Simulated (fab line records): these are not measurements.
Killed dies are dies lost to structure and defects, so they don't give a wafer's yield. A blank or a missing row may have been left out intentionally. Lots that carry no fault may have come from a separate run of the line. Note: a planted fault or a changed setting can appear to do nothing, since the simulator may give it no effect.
The tool behind it: which one?	flow sky130	Sampling: 6 lots, 18 wafers, 3 of 708 route steps

== WHAT THE GAUGES SHOWED, per wafer ==
SKY_VT_ADJUST_PCH_TW_MEAS_10.
lot	measured	on	VT_ADJUST_PCH_TW
L276	day 11 19:45	filmMetro-02	146.3 146.3 146.2
L279	day 12 12:57	filmMetro-01	141.4 141.8 141.9
L284	day 14 03:11	filmMetro-02	146.4 145.7 144.7
L292	day 16 07:44	filmMetro-02	131.9 131.1 131.5
L294	day 17 03:25	filmMetro-04	143.3 142.3 143.0
L297	day 18 10:37	filmMetro-02	144.8 144.9 145.4

== WHICH TOOL RAN EACH LOT (tool, then ch and the chambers of the sampled wafers, then the start) ==
lot	SKY_NWELL_STRIP_25	SKY_VT_ADJUST_PCH_IMPLANT_08
L276	plasmaAsher-02 ch 0,1, day 6 04:26	implanter-02 ch 0, day 11 19:30
L279	plasmaAsher-01 ch 0,1, day 6 19:44	implanter-03 ch 0, day 12 12:43
L284	plasmaAsher-01 ch 0,1, day 8 03:00	implanter-02 ch 0, day 14 02:56
L292	plasmaAsher-01 ch 0,1, day 10 00:26	implanter-01 ch 0, day 16 07:32
L294	plasmaAsher-02 ch 0,1, day 10 13:44	implanter-03 ch 0, day 17 03:11
L297	plasmaAsher-04 ch 0,1, day 11 10:14	implanter-02 ch 0, day 18 10:23
- SKY_NWELL_STRIP_25: strips in O2/N2.
- SKY_VT_ADJUST_PCH_IMPLANT_08

== THE ANSWER, worked out from the rows above alone ==
Rule: usual is defined by the lots themselves. The widest of any qualifying gaps counts: lots, ordered by their means at a reading, are off when they make up no more than a third of the lots, leave a main group of 4 or more, and stand apart from it by 3 or more times the standard deviation of that group's means. A main group whose means are all the same, to the digits that the tables above print for the reading, isn't used. Also off: a lot with no number at a reading for which 4 or more lots have one. All remaining lots with rows at the step are treated as sound.
Off: at SKY_VT_ADJUST_PCH_TW_MEAS_10 (VT_ADJUST_PCH_TW), L292. The main group has a mean of 144.3 with a standard deviation of 1.7.
If a tool, at a process step before that reading, ran all the lots that are off and no sound lot after the first of them, it fits. Gauges at SKY_VT_ADJUST_PCH_TW_MEAS_10: tried the same way as those tools. Undecided on this evidence; 2 tools fit (plasmaAsher-01 at SKY_NWELL_STRIP_25, implanter-01 at SKY_VT_ADJUST_PCH_IMPLANT_08).

== WHAT THE SIMULATOR HAD PUT IN ==
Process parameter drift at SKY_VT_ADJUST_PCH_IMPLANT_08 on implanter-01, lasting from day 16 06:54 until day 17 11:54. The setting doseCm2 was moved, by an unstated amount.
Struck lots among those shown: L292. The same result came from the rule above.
